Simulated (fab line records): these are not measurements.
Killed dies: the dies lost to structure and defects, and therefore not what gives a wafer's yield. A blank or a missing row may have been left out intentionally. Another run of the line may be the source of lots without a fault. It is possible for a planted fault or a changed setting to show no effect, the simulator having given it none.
fab line records -- flow sky130
[record] lots = 5, wafers = 23
route steps=708 shown FIELD_ISO@4 NWELL@58 VT_ADJUST_HVTP@89 VT_ADJUST_LVTN@100
start_h: hours from the record's first day to the start of the lot's first wafer shown -- wait_h: hours elapsed since this lot's preceding step -- " same as the row above -- L1.1+2: several wafers, shown together as one row -- - value missing, or start not given -- * or withheld: withheld -- < > ~ a bound
route shown NAME@n: NAME is a module with steps in the file, n the number in the route of the first one -- usual: average and standard deviation across the fault-free wafers -- same: alike in all rows -- chamber/n: place in a boat -- sites: the reading at each site -- _std_site: standard deviation of those values -- _edge_site: mean of outer sites minus mean of inner sites -- radius_mm: for every site, how far away it sits from the centre of the wafer -- mask NAME#n: copy n -- behind: the most recent tool/chamber to have shaped the wafer -- hold: cause of the lot's hold/its duration in hours/its outcome -- device: the n, p or np transistor that did not switch -- end of line: tests run on the same wafers once the route is complete -- where a step has no rows: the recipe by itself -- killed: not the wafer's yield, but the dies lost to structure and defects at the first sort -- map: dies across one wafer; x = killed, . = not, _ = none there
set.NAME: setting as actually run; set.NAME@STEP: the setting as run at that earlier step -- model.NAME: the simulator's own value behind a step, which no gauge read
one table per step and one row per wafer, for lots whose settings were changed on purpose
[[steps]]
[step SKY_FIELD_ISO_CVD_03]
[recipe] material = Si3N4, precursor = DCS/NH3, target_thk_nm = 165, temp_c = 770, time_s = 2830, pressure_mtorr = 250
lot.wafer,tool,chamber,start_h,wait_h,set.temp_c,model.Si3N4_of_FIELD_ISO_CVD_03.thk_nm
L074.1,-,-,-,0.1,770,166.6
L074.3,-,-,-,0.1,770,166
L074.4,-,-,-,0.1,770,165.2
L074.5,-,-,-,0.1,770,165.3
L074.6,-,-,-,0.1,770,166.1
L076.2,lpcvd-02,0,22.67,0.4,770,166.1
L076.4,lpcvd-02,0,22.67,0.4,770,165.6
L076.6,lpcvd-02,0,22.67,0.4,770,164.8
L077.1,-,-,-,0.2,770,166.4
L077.2+4,-,-,-,0.2,770,166.6
L077.3,-,-,-,0.2,770,164.9
L077.6,-,-,-,0.2,770,166.2
L079.1,-,-,-,0.1,770,167.3
L079.2,-,-,-,0.1,770,165.9
L079.3,-,-,-,0.1,770,166.6
L079.4,-,-,-,0.1,770,167.2
L079.5,-,-,-,0.1,770,166.8
L084.2,-,-,-,0.0,784.1,217.6
L084.3,-,-,-,0.0,784.1,215.5
L084.4,-,-,-,0.0,784.1,216.5
L084.5,-,-,-,0.0,784.1,216.2
L084.6,-,-,-,0.0,784.1,216.7
[step SKY_FIELD_ISO_THK_MEAS_04]
[recipe] reads = Si3N4_of_FIELD_ISO_CVD_03
[usual] FIELD_ISO_CVD_03_THK = 166.2/1.3
lot.wafer,tool,chamber,start_h,wait_h,set.temp_c@FIELD_ISO_CVD_03,FIELD_ISO_CVD_03_THK[nm]
L074.1,film_metro-02,-,-,-,770,166.8
L074.3,film_metro-02,-,-,-,770,165.9
L074.4,film_metro-02,-,-,-,770,165.3
L074.5,film_metro-02,-,-,-,770,165.3
L074.6,film_metro-02,-,-,-,770,166.1
L076.2,film_metro-04,-,24.47,0.0,770,166.2
L076.4,film_metro-04,-,24.47,0.0,770,165.5
L076.6,film_metro-04,-,24.47,0.0,770,164.8
L077.1,film_metro-04,-,-,-,770,166.4
L077.2,film_metro-04,-,-,-,770,166.6
L077.3,film_metro-04,-,-,-,770,164.9
L077.4,film_metro-04,-,-,-,770,166.7
L077.6,film_metro-04,-,-,-,770,166.2
L079.1,film_metro-03,-,-,-,770,167.2
L079.2,film_metro-03,-,-,-,770,165.9
L079.3,film_metro-03,-,-,-,770,166.8
L079.4,film_metro-03,-,-,-,770,167.2
L079.5,film_metro-03,-,-,-,770,166.8
L084.2,film_metro-02,-,-,-,784.1,217.9
L084.3,film_metro-02,-,-,-,784.1,215.4
L084.4,film_metro-02,-,-,-,784.1,216.5
L084.5,film_metro-02,-,-,-,784.1,216.0
L084.6,film_metro-02,-,-,-,784.1,216.7
[step SKY_FIELD_ISO_EXPOSE_10]
[recipe] mask_id = FOM, na = 0.68, source_shape = annular, sigma_inner = 0.4, sigma_outer = 0.8, target_cd_nm = 150, dose_mj = 28
lot.wafer,tool,chamber,start_h,wait_h,mask,set.dose_mj
L074.1+3+4+5+6,krf_scanner-02,0,-,-,FOM#0,28
L076.2+4+6,krf_scanner-02,0,-,-,FOM#0,28
L077.1+2+3+4+6,krf_scanner-02,0,-,-,FOM#0,28
L079.1+4,krf_scanner-02,0,-,-,FOM#0,28
L079.2+3+5,krf_scanner-02,0,-,-,FOM#0,27.31
L084.2+3+6,krf_scanner-01,0,-,-,FOM#0,28
L084.4+5,krf_scanner-01,0,-,-,FOM#0,29.27
[step SKY_FIELD_ISO_PEB_11]
[recipe] peb_temp_c = withheld, peb_time_s = withheld, resist = KrF-thick
[step SKY_FIELD_ISO_DEVELOP_12]
[recipe] develop_time_s = 60, resist = KrF-thick, dev_temp_c = 21
[step SKY_FIELD_ISO_CD_MEAS_13]
[recipe] target_cd_nm = 150
[usual] cd_nm = 149.7/1.1
lot.wafer,tool,chamber,start_h,wait_h,set.dose_mj@FIELD_ISO_EXPOSE_10,cd_nm
L074.1,cd_sem-02,-,28.51,-,28,149.4
L074.3,cd_sem-02,-,28.51,-,28,149.8
L074.4,cd_sem-02,-,28.51,-,28,150.8
L074.5,cd_sem-02,-,28.51,-,28,151.0
L074.6,cd_sem-02,-,28.51,-,28,151.0
L076.2,cd_sem-01,-,39.18,-,28,150.7
L076.4,cd_sem-01,-,39.18,-,28,149.7
L076.6,cd_sem-01,-,39.18,-,28,149.9
L077.1,cd_sem-01,-,43.56,-,28,148.7
L077.2,cd_sem-01,-,43.56,-,28,148.8
L077.3,cd_sem-01,-,43.56,-,28,148.7
L077.4,cd_sem-01,-,43.56,-,28,147.7
L077.6,cd_sem-01,-,43.56,-,28,149.5
L079.1,cd_sem-02,-,54.86,-,28,151.4
L079.2,cd_sem-02,-,54.86,-,27.31,154.9
L079.3,cd_sem-02,-,54.86,-,27.31,155.8
L079.4,cd_sem-02,-,54.86,-,28,149.6
L079.5,cd_sem-02,-,54.86,-,27.31,155.6
L084.2,cd_sem-02,-,83.23,-,28,148.7
L084.3,cd_sem-02,-,83.23,-,28,149.2
L084.4,cd_sem-02,-,83.23,-,29.27,139.4
L084.5,cd_sem-02,-,83.23,-,29.27,139.6
L084.6,cd_sem-02,-,83.23,-,28,147.7
[step SKY_FIELD_ISO_ETCH_14]
[recipe] chemistry = N2/H2, target = BARC, ion_energy_ev = 200, source_w = 500, bias_w = 96.38, pressure_mtorr = 30, n2_flow_sccm = 100, h2_flow_sccm = 200, stop_on = SiO2, time_s = 45.9, target_depth_a = 600
lot.wafer,tool,chamber,start_h,wait_h,set.dose_mj@FIELD_ISO_EXPOSE_10,model.FIELD_ISO.cd_nm
L074.1,rie_diel-04,1,28.63,0.1,28,149.4
L074.3,rie_diel-04,0,28.63,0.1,28,149.3
L074.4,rie_diel-04,2,28.63,0.1,28,150.1
L074.5,rie_diel-04,0,28.63,0.1,28,150.8
L074.6,rie_diel-04,1,28.63,0.1,28,151.6
L076.2,rie_diel-04,1,39.28,0.1,28,149.8
L076.4,rie_diel-04,0,39.28,0.1,28,149.2
L076.6,rie_diel-04,1,39.28,0.1,28,149.9
L077.1,rie_diel-04,3,43.68,0.1,28,147.9
L077.2,rie_diel-04,2,43.68,0.1,28,149.5
L077.3,rie_diel-04,0,43.68,0.1,28,148.6
L077.4,rie_diel-04,1,43.68,0.1,28,147.7
L077.6,rie_diel-04,3,43.68,0.1,28,149.1
L079.1,rie_diel-03,2,54.98,0.1,28,150.3
L079.2,rie_diel-03,0,54.98,0.1,27.31,153.9
L079.3,rie_diel-03,3,54.98,0.1,27.31,156.4
L079.4,rie_diel-03,0,54.98,0.1,28,148.3
L079.5,rie_diel-03,2,54.98,0.1,27.31,154.2
L084.2,rie_diel-01,2,83.33,0.1,28,148.6
L084.3,rie_diel-01,0,83.33,0.1,28,151.2
L084.4,rie_diel-01,3,83.33,0.1,29.27,139.4
L084.5,rie_diel-01,1,83.33,0.1,29.27,138.9
L084.6,rie_diel-01,0,83.33,0.1,28,149.6
[step SKY_FIELD_ISO_ETCH_15]
[recipe] chemistry = CHF3/O2, target_depth_nm = 180, stop_on = Si, source_w = 600, bias_w = 200, pressure_mtorr = 40, chf3_flow_sccm = 50, O2_flow_sccm = 5, time_s = 72
[usual] oes_product_au = 0.950/0.006
lot.wafer,tool,chamber,start_h,wait_h,set.temp_c@FIELD_ISO_CVD_03,set.dose_mj@FIELD_ISO_EXPOSE_10,oes_product_au,model.FIELD_ISO.cd_nm
L074.1,rie_diel-04,1,28.68,0.0,770,28,0.955,151.4
L074.3,rie_diel-04,0,28.68,0.0,770,28,0.950,150.5
L074.4,rie_diel-04,2,28.68,0.0,770,28,0.946,149.8
L074.5,rie_diel-04,0,28.68,0.0,770,28,0.945,151.5
L074.6,rie_diel-04,1,28.68,0.0,770,28,0.945,153.9
L076.2,rie_diel-04,1,39.33,0.0,770,28,0.952,151.3
L076.4,rie_diel-04,0,39.33,0.0,770,28,0.951,149.8
L076.6,rie_diel-04,1,39.33,0.0,770,28,0.951,151.5
L077.1,rie_diel-04,3,43.73,0.0,770,28,0.946,148.3
L077.2,rie_diel-04,2,43.73,0.0,770,28,0.947,149.3
L077.3,rie_diel-04,0,43.73,0.0,770,28,0.950,149.7
L077.4,rie_diel-04,1,43.73,0.0,770,28,0.953,149.1
L077.6,rie_diel-04,3,43.73,0.0,770,28,0.947,148.7
L079.1,rie_diel-03,2,55.03,0.0,770,28,0.953,149.6
L079.2,rie_diel-03,0,55.03,0.0,770,27.31,0.951,153.7
L079.3,rie_diel-03,3,55.03,0.0,770,27.31,0.957,156.3
L079.4,rie_diel-03,0,55.03,0.0,770,28,0.953,147.5
L079.5,rie_diel-03,2,55.03,0.0,770,27.31,0.952,154.1
L084.2,rie_diel-01,2,83.37,0.0,784.1,28,1.007,148.4
L084.3,rie_diel-01,0,83.37,0.0,784.1,28,0.988,153
L084.4,rie_diel-01,3,83.37,0.0,784.1,29.27,1.025,139.1
L084.5,rie_diel-01,1,83.37,0.0,784.1,29.27,0.998,138.1
L084.6,rie_diel-01,0,83.37,0.0,784.1,28,1.000,151.2
[step SKY_FIELD_ISO_ETCH_17]
[recipe] target_depth_a = 3420, mask_material = Si3N4, chemistry = HBr/Cl2/O2, target = Si, taper_deg = 5, icp_w = 600, bias_w = 150, pressure_mtorr = 15, HBr_flow_sccm = 150, Cl2_flow_sccm = 40, O2_flow_sccm = 6, time_s = 97.7
lot.wafer,tool,chamber,start_h,wait_h,set.icp_w,set.temp_c@FIELD_ISO_CVD_03,model.Si3N4_of_FIELD_ISO_CVD_03.thk_nm
L074.1,rie_si-02,1,28.83,0.1,549.6,770,152.1
L074.3,rie_si-02,2,28.83,0.1,600,770,151.2
L074.4,rie_si-02,0,28.83,0.1,600,770,149.9
L074.5,rie_si-02,1,28.83,0.1,549.6,770,150.8
L074.6,rie_si-02,2,28.83,0.1,549.6,770,151.6
L076.2,rie_si-01,1,39.48,0.1,600,770,151.1
L076.4,rie_si-01,3,39.48,0.1,600,770,150.3
L076.6,rie_si-01,0,39.48,0.1,600,770,149.6
L077.1+2,rie_si-01,"1,2",43.88,0.1,573.1,770,151.6
L077.3,rie_si-01,0,43.88,0.1,600,770,149.8
L077.4+6,rie_si-01,"3,0",43.88,0.1,600,770,151.1
L079.1,rie_si-02,0,55.18,0.1,536.2,770,152.5
L079.2,rie_si-02,1,55.18,0.1,600,770,150.9
L079.3,rie_si-02,2,55.18,0.1,600,770,151.9
L079.4,rie_si-02,0,55.18,0.1,536.2,770,152.6
L079.5,rie_si-02,1,55.18,0.1,536.2,770,152.2
L084.2,rie_si-02,3,83.53,0.1,648.8,784.1,202.4
L084.3,rie_si-02,2,83.53,0.1,648.8,784.1,200.4
L084.4,rie_si-02,1,83.53,0.1,600,784.1,201.4
L084.5,rie_si-02,0,83.53,0.1,648.8,784.1,200.6
L084.6,rie_si-02,1,83.53,0.1,600,784.1,201.7
[step SKY_NWELL_COAT_05]
[recipe] spin_rpm = 2000, resist_thk_nm = 3000
lot.wafer,tool,chamber,start_h,wait_h,set.resist_thk_nm,model.coat_of_NWELL_COAT_05.thk_nm
L074.1,litho_track-04,0,76.88,0.1,3000,3004
L074.3,litho_track-04,0,76.88,0.1,3110,3105
L074.4,litho_track-04,0,76.88,0.1,3000,2994
L074.5,litho_track-04,0,76.88,0.1,3110,3109
L074.6,litho_track-04,0,76.88,0.1,3000,3003
L076.2+6,litho_track-02,0,90.29,0.1,3000,3007
L076.4,litho_track-02,0,90.29,0.1,3000,3008
L077.1,litho_track-04,0,95.23,0.1,2834,2846
L077.2,litho_track-04,0,95.23,0.1,2834,2829
L077.3,litho_track-04,0,95.23,0.1,3000,2992
L077.4,litho_track-04,0,95.23,0.1,2834,2833
L077.6,litho_track-04,0,95.23,0.1,3000,2999
L079.1,litho_track-04,0,115.83,0.1,3000,3013
L079.2,litho_track-04,0,115.83,0.1,2907,2920
L079.3,litho_track-04,0,115.83,0.1,3000,3011
L079.4+5,litho_track-04,0,115.83,0.1,2907,2921
L084.2+5,litho_track-01,0,135.59,0.1,3178,3188
L084.3,litho_track-01,0,135.59,0.1,3000,3009
L084.4,litho_track-01,0,135.59,0.1,3178,3191
L084.6,litho_track-01,0,135.59,0.1,3000,3016
[step SKY_NWELL_IMPLANT_13]
[recipe] species = P, energy_kev = 50, dose_cm2 = 7e+11, tilt_deg = withheld
lot.wafer,tool,chamber,start_h,wait_h,set.energy_kev,model.implant.rp_nm,model.implant.drp_nm
L074.1+3+4,implanter-01,0,85.60,0.1,48.76,57.9,25.02
L074.5+6,implanter-01,0,85.60,0.1,50,59.38,25.55
L076.2+4+6,implanter-03,0,98.93,0.1,50,60.21,25.55
L077.1+3+6,implanter-04,0,104.70,0.1,50,60.21,25.55
L077.2+4,implanter-04,0,104.70,0.1,47.79,57.54,24.6
L079.1+2+3+4+5,implanter-04,0,125.90,0.1,50,61.43,25.55
L084.2+4+6,implanter-01,0,146.08,0.1,50,60.3,25.55
L084.3+5,implanter-01,0,146.08,0.1,51.69,62.35,26.27
[step SKY_NWELL_STRIP_14]
[recipe] chemistry = O2/N2, power_w = 1400, pressure_mtorr = 1500, platen_temp_c = withheld, o2_flow_sccm = 3000, n2_flow_sccm = 300, overash_fraction = 0.5
[usual] strip_time_to_endpoint_s = 36.95/0.11
lot.wafer,tool,chamber,start_h,wait_h,set.resist_thk_nm@NWELL_COAT_05,strip_time_to_endpoint_s
L074.1,plasma_asher-01,1,85.75,0.1,3000,36.97
L074.3,plasma_asher-01,0,85.75,0.1,3110,38.12
L074.4,plasma_asher-01,1,85.75,0.1,3000,36.83
L074.5,plasma_asher-01,1,85.75,0.1,3110,38.16
L074.6,plasma_asher-01,0,85.75,0.1,3000,36.95
L076.2,plasma_asher-01,0,99.05,0.1,3000,36.98
L076.4,plasma_asher-01,0,99.05,0.1,3000,37.01
L076.6,plasma_asher-01,0,99.05,0.1,3000,36.99
L077.1,plasma_asher-04,1,104.85,0.1,2834,35.18
L077.2,plasma_asher-04,0,104.85,0.1,2834,34.97
L077.3,plasma_asher-04,1,104.85,0.1,3000,36.82
L077.4,plasma_asher-04,0,104.85,0.1,2834,35.01
L077.6,plasma_asher-04,0,104.85,0.1,3000,36.91
L079.1,plasma_asher-04,0,126.05,0.1,3000,37.07
L079.2,plasma_asher-04,1,126.05,0.1,2907,36.00
L079.3,plasma_asher-04,0,126.05,0.1,3000,37.05
L079.4,plasma_asher-04,1,126.05,0.1,2907,36.02
L079.5,plasma_asher-04,1,126.05,0.1,2907,36.01
L084.2,plasma_asher-02,0,146.20,0.1,3178,39.04
L084.3,plasma_asher-02,0,146.20,0.1,3000,37.04
L084.4,plasma_asher-02,1,146.20,0.1,3178,39.08
L084.5,plasma_asher-02,1,146.20,0.1,3178,39.06
L084.6,plasma_asher-02,0,146.20,0.1,3000,37.11
[step SKY_NWELL_IMPLANT_24]
[recipe] species = B, energy_kev = 140, dose_cm2 = 9.2e+12, tilt_deg = withheld
lot.wafer,tool,chamber,start_h,wait_h,set.energy_kev,model.implant.drp_nm
L074.1+3+4+5+6,implanter-01,0,102.91,0.0,140,95.47
L076.2+4+6,implanter-01,0,117.67,0.0,140,95.47
L077.1+4+6,implanter-04,0,122.31,0.0,148,97.46
L077.2+3,implanter-04,0,122.31,0.0,140,95.47
L079.1+5,implanter-03,0,144.45,0.0,140,95.47
L079.2+3+4,implanter-03,0,144.45,0.0,146.7,97.14
L084.2+3+5,implanter-01,0,166.43,0.0,132,93.3
L084.4+6,implanter-01,0,166.43,0.0,140,95.47
[step SKY_VT_ADJUST_HVTP_EXPOSE_04]
[recipe] mask_id = HVTPM, na = 0.6, source_shape = conventional, sigma_outer = 0.6, polarization = unpolarized, target_cd_nm = 380, dose_mj = 140
lot.wafer,tool,chamber,start_h,wait_h,mask,set.dose_mj
L074.1+5,iline_stepper-02,0,-,-,HVTPM#0,134.2
L074.3+4+6,iline_stepper-02,0,-,-,HVTPM#0,140
L076.2+4+6,iline_stepper-02,0,-,-,HVTPM#0,140
L077.1+4,iline_stepper-02,0,-,-,HVTPM#0,140
L077.2+3+6,iline_stepper-02,0,-,-,HVTPM#0,149.9
L079.1+4+5,iline_stepper-01,0,-,-,HVTPM#0,145.3
L079.2+3,iline_stepper-01,0,-,-,HVTPM#0,140
L084.2+3+6,iline_stepper-02,0,-,-,HVTPM#0,140
L084.4+5,iline_stepper-02,0,-,-,HVTPM#0,130.8
[step SKY_VT_ADJUST_HVTP_PEB_05]
[recipe] temp_c = withheld, time_s = *, resist = NOVOLAK
[step SKY_VT_ADJUST_HVTP_DEVELOP_06]
[recipe] resist = NOVOLAK, developer = TMAH, develop_time_s = 60, dev_temp_c = 23
[step SKY_VT_ADJUST_HVTP_CD_MEAS_07]
[recipe] target_cd_nm = 380
[usual] cd_nm = 379.3/2.2
lot.wafer,tool,chamber,start_h,wait_h,set.dose_mj@VT_ADJUST_HVTP_EXPOSE_04,cd_nm
L074.1,cd_sem-02,-,121.61,0.1,134.2,364.6
L074.3,cd_sem-02,-,121.61,0.1,140,377.1
L074.4,cd_sem-02,-,121.61,0.1,140,375.3
L074.5,cd_sem-02,-,121.61,0.1,134.2,361.7
L074.6,cd_sem-02,-,121.61,0.1,140,377.9
L076.2,cd_sem-01,-,136.23,0.1,140,378.8
L076.4,cd_sem-01,-,136.23,0.1,140,376.6
L076.6,cd_sem-01,-,136.23,0.1,140,380.4
L077.1,cd_sem-01,-,141.59,0.1,140,378.4
L077.2,cd_sem-01,-,141.59,0.1,149.9,397.6
L077.3,cd_sem-01,-,141.59,0.1,149.9,398.6
L077.4,cd_sem-01,-,141.59,0.1,140,377.2
L077.6,cd_sem-01,-,141.59,0.1,149.9,397.0
L079.1,cd_sem-02,-,164.66,0.1,145.3,392.7
L079.2,cd_sem-02,-,164.66,0.1,140,384.1
L079.3,cd_sem-02,-,164.66,0.1,140,382.9
L079.4,cd_sem-02,-,164.66,0.1,145.3,394.3
L079.5,cd_sem-02,-,164.66,0.1,145.3,394.0
L084.2,cd_sem-01,-,188.23,0.1,140,378.0
L084.3,cd_sem-01,-,188.23,0.1,140,378.6
L084.4,cd_sem-01,-,188.23,0.1,130.8,360.2
L084.5,cd_sem-01,-,188.23,0.1,130.8,357.8
L084.6,cd_sem-01,-,188.23,0.1,140,377.9
[step SKY_VT_ADJUST_LVTN_SOFTBAKE_03]
[recipe] temp_c = 110, time_s = withheld
lot.wafer,tool,chamber,start_h,wait_h,set.temp_c
L074.1+3,litho_track-02,0,131.36,0.1,107.2
L074.4+5+6,litho_track-02,0,131.36,0.1,110
L076.2+4+6,litho_track-04,0,146.31,0.1,110
L077.1+3,litho_track-04,0,151.63,0.1,110
L077.2+4+6,litho_track-04,0,151.63,0.1,111.9
L079.1+2+4,litho_track-04,0,175.28,0.1,107.5
L079.3+5,litho_track-04,0,175.28,0.1,110
L084.2+3,litho_track-02,0,199.30,0.1,106.4
L084.4+5+6,litho_track-02,0,199.30,0.1,110
[step SKY_VT_ADJUST_LVTN_EXPOSE_04]
[recipe] mask_id = NWM_COMPLEMENT_LESS_NATIVE, na = 0.6, source_shape = conventional, sigma_outer = 0.6, polarization = unpolarized, target_cd_nm = 840, dose_mj = 189.3
[step SKY_VT_ADJUST_LVTN_PEB_05]
[recipe] temp_c = 115, time_s = withheld
[step SKY_VT_ADJUST_LVTN_DEVELOP_06]
[recipe] wall_angle_deg = 90, developer = TMAH, develop_time_s = 60, dev_temp_c = 23
lot.wafer,tool,chamber,start_h,wait_h,set.temp_c@VT_ADJUST_LVTN_SOFTBAKE_03,model.coat_of_VT_ADJUST_LVTN_COAT_02.thk_nm
L074.1,litho_track-03,0,-,-,107.2,3006
L074.3,litho_track-03,0,-,-,107.2,2995
L074.4,litho_track-03,0,-,-,110,2985
L074.5,litho_track-03,0,-,-,110,2977
L074.6,litho_track-03,0,-,-,110,2976
L076.2,litho_track-02,0,-,-,110,2993
L076.4,litho_track-02,0,-,-,110,2991
L076.6,litho_track-02,0,-,-,110,2989
L077.1,litho_track-04,0,-,-,110,2978
L077.2,litho_track-04,0,-,-,111.9,2970
L077.3,litho_track-04,0,-,-,110,2981
L077.4,litho_track-04,0,-,-,111.9,2968
L077.6,litho_track-04,0,-,-,111.9,2974
L079.1,litho_track-03,0,-,-,107.5,3012
L079.2,litho_track-03,0,-,-,107.5,3011
L079.3,litho_track-03,0,-,-,110,2996
L079.4,litho_track-03,0,-,-,107.5,3009
L079.5,litho_track-03,0,-,-,110,2989
L084.2,litho_track-04,0,-,-,106.4,3022
L084.3,litho_track-04,0,-,-,106.4,3020
L084.4,litho_track-04,0,-,-,110,2996
L084.5,litho_track-04,0,-,-,110,3005
L084.6,litho_track-04,0,-,-,110,3000
[step SKY_VT_ADJUST_LVTN_IMPLANT_08]
[recipe] species = B, energy_kev = 30, dose_cm2 = 1.57e+12, tilt_deg = withheld
lot.wafer,tool,chamber,start_h,wait_h,set.dose_cm2
L074.1+6,implanter-02,0,140.72,0.0,1.51e+12
L074.3+4+5,implanter-02,0,140.72,0.0,1.57e+12
L076.2+4+6,implanter-01,0,156.27,0.0,1.57e+12
L077.1+6,implanter-01,0,161.41,0.0,1.611e+12
L077.2+3+4,implanter-01,0,161.41,0.0,1.57e+12
L079.1+2+3+4+5,implanter-02,0,186.02,0.0,1.57e+12
L084.2+5+6,implanter-04,0,210.34,0.0,1.57e+12
L084.3+4,implanter-04,0,210.34,0.0,1.682e+12
[step SKY_VT_ADJUST_LVTN_STRIP_09]
[recipe] chemistry = O2/N2, power_w = 1400, pressure_mtorr = 1500, platen_temp_c = withheld, o2_flow_sccm = 3000, n2_flow_sccm = 300, overash_fraction = 0.5
[usual] strip_time_to_endpoint_s = 36.89/0.097
lot.wafer,tool,chamber,start_h,wait_h,set.temp_c@VT_ADJUST_LVTN_SOFTBAKE_03,strip_time_to_endpoint_s
L074.1,plasma_asher-02,0,140.87,0.1,107.2,37.04
L074.3,plasma_asher-02,0,140.87,0.1,107.2,36.92
L074.4,plasma_asher-02,1,140.87,0.1,110,36.79
L074.5,plasma_asher-02,1,140.87,0.1,110,36.69
L074.6,plasma_asher-02,0,140.87,0.1,110,36.69
L076.2,plasma_asher-04,0,156.40,0.1,110,36.89
L076.4,plasma_asher-04,1,156.40,0.1,110,36.85
L076.6,plasma_asher-04,0,156.40,0.1,110,36.83
L077.1,plasma_asher-03,0,161.56,0.1,110,36.74
L077.2,plasma_asher-03,1,161.56,0.1,111.9,36.60
L077.3,plasma_asher-03,1,161.56,0.1,110,36.73
L077.4,plasma_asher-03,0,161.56,0.1,111.9,36.59
L077.6,plasma_asher-03,1,161.56,0.1,111.9,36.68
L079.1,plasma_asher-02,1,186.17,0.1,107.5,37.10
L079.2,plasma_asher-02,0,186.17,0.1,107.5,37.10
L079.3,plasma_asher-02,1,186.17,0.1,110,36.93
L079.4,plasma_asher-02,0,186.17,0.1,107.5,37.07
L079.5,plasma_asher-02,0,186.17,0.1,110,36.84
L084.2,plasma_asher-03,0,210.46,0.1,106.4,37.22
L084.3,plasma_asher-03,0,210.46,0.1,106.4,37.20
L084.4,plasma_asher-03,1,210.46,0.1,110,36.90
L084.5,plasma_asher-03,0,210.46,0.1,110,37.02
L084.6,plasma_asher-03,1,210.46,0.1,110,36.96
[step SKY_VT_ADJUST_LVTN_TW_MEAS_10]
[usual] VT_ADJUST_LVTN_TW = 242.6/1.9
lot.wafer,tool,chamber,start_h,wait_h,set.dose_cm2@VT_ADJUST_LVTN_IMPLANT_08,VT_ADJUST_LVTN_TW
L074.1,film_metro-02,-,140.97,0.1,1.51e+12,242.6
L074.3,film_metro-02,-,140.97,0.1,1.57e+12,244.3
L074.4,film_metro-02,-,140.97,0.1,1.57e+12,243.8
L074.5,film_metro-02,-,140.97,0.1,1.57e+12,243.8
L074.6,film_metro-02,-,140.97,0.1,1.51e+12,240.4
L076.2,film_metro-03,-,156.51,0.1,1.57e+12,244.5
L076.4,film_metro-03,-,156.51,0.1,1.57e+12,244.3
L076.6,film_metro-03,-,156.51,0.1,1.57e+12,244.5
L077.1,film_metro-02,-,161.66,0.1,1.611e+12,243.9
L077.2,film_metro-02,-,161.66,0.1,1.57e+12,243.0
L077.3,film_metro-02,-,161.66,0.1,1.57e+12,239.9
L077.4,film_metro-02,-,161.66,0.1,1.57e+12,242.1
L077.6,film_metro-02,-,161.66,0.1,1.611e+12,242.6
L079.1,film_metro-01,-,186.27,0.1,1.57e+12,240.5
L079.2,film_metro-01,-,186.27,0.1,1.57e+12,238.9
L079.3,film_metro-01,-,186.27,0.1,1.57e+12,241.2
L079.4,film_metro-01,-,186.27,0.1,1.57e+12,239.7
L079.5,film_metro-01,-,186.27,0.1,1.57e+12,240.0
L084.2,film_metro-02,-,210.57,0.1,1.57e+12,243.6
L084.3,film_metro-02,-,210.57,0.1,1.682e+12,248.8
L084.4,film_metro-02,-,210.57,0.1,1.682e+12,248.6
L084.5,film_metro-02,-,210.57,0.1,1.57e+12,243.2
L084.6,film_metro-02,-,210.57,0.1,1.57e+12,244.4
[[key]]
[split] step = SKY_FIELD_ISO_CVD_03, setting = temp_c, stated = 770, by = lot
[response] step = SKY_FIELD_ISO_CVD_03, reading = model.Si3N4_of_FIELD_ISO_CVD_03.thk_nm, change = +27.5, per = 1%, r = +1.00
[response] step = SKY_FIELD_ISO_THK_MEAS_04, reading = FIELD_ISO_CVD_03_THK, change = +27.5, per = 1%, r = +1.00
[response] step = SKY_FIELD_ISO_ETCH_15, reading = oes_product_au, change = +0.0292, per = 1%, r = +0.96
[response] step = SKY_FIELD_ISO_ETCH_17, reading = model.Si3N4_of_FIELD_ISO_CVD_03.thk_nm, change = +27.4, per = 1%, r = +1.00
[split] step = SKY_FIELD_ISO_EXPOSE_10, setting = dose_mj, stated = 28, by = wafer
[response] step = SKY_FIELD_ISO_CD_MEAS_13, reading = cd_nm, change = -2.01, per = 1%, r = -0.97
[response] step = SKY_FIELD_ISO_ETCH_14, reading = model.FIELD_ISO.cd_nm, change = -2.32, per = 1%, r = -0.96
[response] step = SKY_FIELD_ISO_ETCH_15, reading = model.FIELD_ISO.cd_nm, change = -2.65, per = 1%, r = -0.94
[split] step = SKY_FIELD_ISO_ETCH_17, setting = icp_w, stated = 600, by = wafer
response none clear
[split] step = SKY_NWELL_COAT_05, setting = resist_thk_nm, stated = 3000, by = wafer
[response] step = SKY_NWELL_COAT_05, reading = model.coat_of_NWELL_COAT_05.thk_nm, change = +29.3, per = 1%, r = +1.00
[response] step = SKY_NWELL_STRIP_14, reading = strip_time_to_endpoint_s, change = *, per = 1%, r = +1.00
[split] step = SKY_NWELL_IMPLANT_13, setting = energy_kev, stated = 50, by = wafer
[response] step = SKY_NWELL_IMPLANT_13, reading = model.implant.rp_nm, change = +0.604, per = 1%, r = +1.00
[response] step = SKY_NWELL_IMPLANT_13, reading = model.implant.drp_nm, change = +0.215, per = 1%, r = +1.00
[split] step = SKY_NWELL_IMPLANT_24, setting = energy_kev, stated = 140, by = wafer
[response] step = SKY_NWELL_IMPLANT_24, reading = model.implant.drp_nm, change = +0.36, per = 1%, r = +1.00
[split] step = SKY_VT_ADJUST_HVTP_EXPOSE_04, setting = dose_mj, stated = 140, by = wafer
[response] step = SKY_VT_ADJUST_HVTP_CD_MEAS_07, reading = cd_nm, change = +2.9, per = 1%, r = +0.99
[split] step = SKY_VT_ADJUST_LVTN_SOFTBAKE_03, setting = temp_c, stated = 110, by = wafer
[response] step = SKY_VT_ADJUST_LVTN_DEVELOP_06, reading = model.coat_of_VT_ADJUST_LVTN_COAT_02.thk_nm, change = -6.95, per = 1%, r = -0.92
[response] step = SKY_VT_ADJUST_LVTN_STRIP_09, reading = strip_time_to_endpoint_s, change = *, per = 1%, r = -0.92
[split] step = SKY_VT_ADJUST_LVTN_IMPLANT_08, setting = dose_cm2, stated = 1.57e+12, by = wafer
[response] step = SKY_VT_ADJUST_LVTN_TW_MEAS_10, reading = VT_ADJUST_LVTN_TW, change = +0.676, per = 1%, r = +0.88
